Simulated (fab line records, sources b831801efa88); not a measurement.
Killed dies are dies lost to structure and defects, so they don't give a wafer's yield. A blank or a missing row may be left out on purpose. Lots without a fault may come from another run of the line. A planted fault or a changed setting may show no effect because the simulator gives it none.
Which tool did it? | flow gf180mcu | 6 lots, 17 wafers sampled, at 3 steps of a route of 602

WHAT THE GAUGES READ, wafer by wafer
GF_MIM_THK_MEAS_06.
lot  | measured     | on            | MIM_CVD_05_THK (nm)
L137 | day 25 06:09 | film_metro-03 | 41.2 41.3 42.3
L141 | day 26 09:08 | film_metro-01 | 50.4 50.6
L148 | day 28 17:30 | film_metro-01 | 41.0 41.4 42.2
L153 | day 30 06:40 | film_metro-04 | 41.4 42.0 41.5
L155 | day 30 18:46 | film_metro-04 | 42.0 41.6 42.6
L157 | day 30 23:40 | film_metro-03 | 41.7 41.6 41.4

WHICH TOOL RAN EACH LOT (tool, then ch and the chambers of the sampled wafers, then the start)
lot  | GF_MIM_SPUTTER_00            | GF_MIM_CVD_05
L137 | pvd_sputter-03, day 25 05:53 | pecvd-01 ch 0,1, day 25 06:07
L141 | pvd_sputter-02, day 26 08:52 | pecvd-01 ch 1,2, day 26 09:05
L148 | pvd_sputter-03, day 28 17:13 | pecvd-04 ch 0,1,2, day 28 17:28
L153 | pvd_sputter-02, day 30 06:23 | pecvd-01 ch 0,1, day 30 06:37
L155 | pvd_sputter-02, day 30 18:31 | pecvd-03 ch 0,2, day 30 18:44
L157 | pvd_sputter-03, day 30 23:23 | pecvd-04 ch 0,1,2, day 30 23:37
- GF_MIM_SPUTTER_00: material Ti, target thk 37.5 nm, time 150 s.
- GF_MIM_CVD_05: deposits Si3N4, target thk 42 nm, time 29.086 s.

THE ANSWER, worked out from the rows above alone
Rule: what is usual is taken from the lots themselves. Put in order of their means at a reading, lots are off if they are a third of the lots or fewer, leave a main group of 4 or more, and stand apart from it by a gap of 3 or more times the standard deviation of the main group's means; of several such gaps the widest counts. A main group whose means are all the same, to the digits that the tables above print for the reading, isn't used. A lot without any number at a reading at which 4 lots or more have one is off too. The other lots that the step has rows for count as sound.
Off: L141, at GF_MIM_THK_MEAS_06 (MIM_CVD_05_THK). The main group: mean 41.7 nm, standard deviation 0.2.
A tool fits if, at a process step before that reading, it ran every lot that is off, and no sound lot after the first of them. The gauges at GF_MIM_THK_MEAS_06 are tried like those tools. None of those tried fits.

WHAT THE SIMULATOR HAD PUT IN
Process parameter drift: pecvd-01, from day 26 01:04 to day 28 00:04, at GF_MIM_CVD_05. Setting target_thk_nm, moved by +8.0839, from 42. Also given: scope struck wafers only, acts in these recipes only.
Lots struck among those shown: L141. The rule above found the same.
